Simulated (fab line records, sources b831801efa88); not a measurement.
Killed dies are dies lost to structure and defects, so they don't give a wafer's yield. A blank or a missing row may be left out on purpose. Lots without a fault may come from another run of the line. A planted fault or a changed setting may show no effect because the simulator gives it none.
Which tool did it? | flow sky130 | 11 lots, 33 wafers sampled, at 3 steps of a route of 708

WHAT THE GAUGES READ, wafer by wafer
SKY_FIELD_ISO_CD_MEAS_13: target cd 150 nm. Usual: cd_nm 149.8 nm, standard deviation 1.7.
lot  | measured    | on        | cd_nm (nm)        | flag
L809 | day 2 03:47 | cd_sem-02 | 148.0 148.4 149.6 |
L815 | day 3 11:52 | cd_sem-02 | 148.0 148.8 147.3 |
L817 | day 4 00:07 | cd_sem-02 | 149.0 149.9 150.8 |
L823 | day 5 09:36 | cd_sem-02 | 149.1 150.0 150.8 |
L824 | day 5 13:59 | cd_sem-02 | 150.8 151.6 151.8 |
L826 | day 5 21:46 | cd_sem-01 | 146.6 149.1 149.4 |
L827 | day 6 02:39 | cd_sem-02 | 153.4 151.2 151.1 |
L828 | day 6 06:28 | cd_sem-01 | 151.2 153.0 150.8 |
L830 | day 6 17:20 | cd_sem-02 | 151.7 152.4 151.3 |
L831 | day 7 00:15 | cd_sem-02 | 147.9 147.7 146.2 |
L832 | day 7 04:47 | cd_sem-01 | 151.8 151.7 149.8 |

SKY_FIELD_ISO_THK_MEAS_23. Usual: FIELD_ISO_OXIDATION_01_THK 10.07 nm, standard deviation 0.17.
lot  | measured    | on            | FIELD_ISO_OXIDATION_01_THK (nm) | flag
L809 | day 2 06:47 | film_metro-01 | 9.85 9.80 9.79                  |
L815 | day 3 14:39 | film_metro-02 | 10.10 10.23 10.06               |
L817 | day 4 01:56 | film_metro-01 | 9.90 9.93 10.00                 |
L823 | day 5 11:27 | film_metro-04 | 10.03 10.20 10.02               |
L824 | day 5 16:49 | film_metro-02 | 10.13 10.14 10.06               |
L826 | day 6 00:00 | film_metro-01 | 10.07 10.11 10.11               |
L827 | day 6 07:00 | film_metro-04 | 9.93 9.88 9.85                  |
L828 | day 6 09:41 | film_metro-04 | 10.19 10.19 10.15               |
L830 | day 6 21:43 | film_metro-04 | 10.00 9.77 9.86                 |
L831 | day 7 02:37 | film_metro-02 | 10.19 10.47 10.29               |
L832 | day 7 07:02 | film_metro-04 | 10.26 10.00 9.91                |

WHICH TOOL RAN EACH LOT (tool, then ch and the chambers of the sampled wafers, then the start)
lot  | SKY_FIELD_ISO_STRIP_16
L809 | plasma_asher-03 ch 0,1, day 2 03:59
L815 | plasma_asher-02 ch 0,1, day 3 12:05
L817 | plasma_asher-02 ch 0,1, day 4 00:20
L823 | plasma_asher-02 ch 0,1, day 5 09:48
L824 | plasma_asher-02 ch 0,1, day 5 14:11
L826 | plasma_asher-03 ch 0, day 5 21:59
L827 | plasma_asher-02 ch 0, day 6 02:51
L828 | plasma_asher-03 ch 0,1, day 6 06:41
L830 | plasma_asher-03 ch 0,1, day 6 17:33
L831 | plasma_asher-02 ch 0,1, day 7 00:26
L832 | plasma_asher-03 ch 0,1, day 7 05:00
- SKY_FIELD_ISO_STRIP_16: strips in O2/N2.

WHAT THE TOOLS THEMSELVES READ (means of the sampled wafers that have a number; where no wafer has one, the mark that the record gives instead)
SKY_FIELD_ISO_STRIP_16. Usual: drypump_motor_current_A 6.0 A, standard deviation 0.58; o2_flow_sccm 3000 sccm, standard deviation 7.7; oes_product_au 0.378 a.u., standard deviation 0.005; strip_time_to_endpoint_s 3.54 s, standard deviation 0.036.
lot  | tool            | drypump_motor_current_A (A) | o2_flow_sccm (sccm) | oes_product_au (a.u.) | strip_time_to_endpoint_s (s) | flag
L809 | plasma_asher-03 | 6.7                         | 3002                | 0.379                 | 3.59                         |
L815 | plasma_asher-02 | 5.5                         | 2995                | 0.382                 | 3.54                         |
L817 | plasma_asher-02 | 5.8                         | 2995                | 0.373                 | 3.53                         |
L823 | plasma_asher-02 | 5.7                         | 2990                | 0.379                 | 3.54                         |
L824 | plasma_asher-02 | 5.7                         | 3003                | 0.377                 | 3.51                         |
L826 | plasma_asher-03 | 6.7                         | 3004                | 0.380                 | 3.51                         |
L827 | plasma_asher-02 | 5.1                         | 3010                | 0.375                 | 3.52                         |
L828 | plasma_asher-03 | 6.7                         | 2999                | 0.374                 | 3.55                         |
L830 | plasma_asher-03 | 6.7                         | 2994                | 0.378                 | 3.57                         |
L831 | plasma_asher-02 | 5.5                         | 2998                | 0.375                 | 3.51                         |
L832 | plasma_asher-03 | 6.7                         | 3000                | 0.380                 | 3.56                         |

THE ANSWER, worked out from the rows above alone
Rule: a lot is off if the mean of its wafers that have a number lies more than 3 standard deviations from the usual mean. A lot without any number at a reading at which 4 lots or more have one is off too. The other lots that the step has rows for count as sound. The gauges are gone through in route order, then the tools' own readings, and for those a lot's mean is taken as printed above. The first step at which some lot is off is used, and at that step the reading that is off furthest; a lot without a number counts as furthest.
No lot is off at any reading shown: from this, nothing can be told.

WHAT THE SIMULATOR HAD PUT IN
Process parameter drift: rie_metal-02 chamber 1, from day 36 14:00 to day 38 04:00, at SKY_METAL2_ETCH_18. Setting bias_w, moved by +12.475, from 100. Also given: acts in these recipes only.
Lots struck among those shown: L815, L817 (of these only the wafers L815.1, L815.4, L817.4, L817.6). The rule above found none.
